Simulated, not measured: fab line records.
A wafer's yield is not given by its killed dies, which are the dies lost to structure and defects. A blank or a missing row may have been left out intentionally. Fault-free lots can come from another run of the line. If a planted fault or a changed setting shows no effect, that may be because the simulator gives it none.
One fault seen from 2 desks | flow gf180mcu | only its own numbers are on each desk; what lay behind them is given at the end

AT THE TOOL OWNER'S DESK: implanter-01
For each lot that ran on this tool, the mean over its sampled wafers that have a number, from the tool's own readings at GF_NWELL_IMPLANT_08. Any lot whose mean is over 4 standard deviations away from the usual mean is out of limits and marked OUT; that distance is given in the brackets.
Columns: A = beam-energy-keV at GF_NWELL_IMPLANT_08, usual 449.98; B = end-station-pressure-torr at GF_NWELL_IMPLANT_08, usual 5.09e-06 Torr
lot  | first seen here | A                        | B
L501 | day 4 00:25     | 450.03                   | 4.83e-06
L502 | day 4 05:14     | 449.97                   | 5.16e-06
L507 | day 5 11:04     | 507.11 (+99 or more) OUT | 5.06e-06
L508 | day 5 14:58     | 506.92 (+99 or more) OUT | 5.24e-06
L521 | day 8 12:55     | 449.94                   | 5.16e-06
Finding of this desk: L507, L508 out of limits; the first was L507 at day 5 11:04, on beam-energy-keV at GF_NWELL_IMPLANT_08. L501, L502, L521 stayed within limits.

AT THE METROLOGY DESK
Lot by lot, what the gauges showed, no matter which tool ran the lot: averages of those sampled wafers that carry a number. Any lot whose mean is over 4 standard deviations away from the usual mean is out of limits and marked OUT; that distance is given in the brackets.
Columns: A = NWELL_RS at GF_VT_IMPLANT_RS_MEAS_47, usual 487.8 ohm/sq; B = HV_LDD_TW at GF_HV_LDD_TW_MEAS_11, usual 2405
lot  | first seen here | A                | B
L498 | day 7 10:58     | 486.5            | 2408
L500 | day 8 03:05     | 486.3            | 2391
L501 | day 8 11:20     | 487.6            | 2410
L502 | day 8 16:16     | 486.7            | 2423
L507 | day 10 04:40    | 478.5 (-6.7) OUT | 2413
L508 | day 10 09:56    | 475.3 (-9.0) OUT | 2403
L512 | day 11 09:46    | 489.9            | 2409
L514 | day 11 22:36    | 489.3            | 2416
L517 | day 12 21:34    | 485.6            | 2400
L519 | day 13 13:01    | 489.0            | 2403
L520 | day 13 18:44    | 486.4            | 2401
L521 | day 13 23:18    | 489.5            | 2385
This desk finds L507, L508 out of limits, with the earliest case on L507 at day 10 04:40 (NWELL_RS at GF_VT_IMPLANT_RS_MEAS_47). L498, L500, L501, L502, L512, L514, L517, L519, L520, L521 stayed within limits.

BROUGHT TOGETHER
The tool owner's desk had the chance to raise an alarm at day 5 11:04 on L507, L508.
L507, L508 would have let the metrology desk raise an alarm at day 10 04:40.
On implanter-01, each named lot ran GF_NWELL_IMPLANT_08.

WHAT THE SIMULATOR HAD INSERTED
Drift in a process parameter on implanter-01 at GF_NWELL_IMPLANT_08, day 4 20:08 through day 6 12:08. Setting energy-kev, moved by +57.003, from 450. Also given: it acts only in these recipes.
Lots struck among those shown: L507, L508.
Counting hours from when the fault started, the first reading out of limits came at 15 for the tool owner's desk and at 129 for the metrology desk.
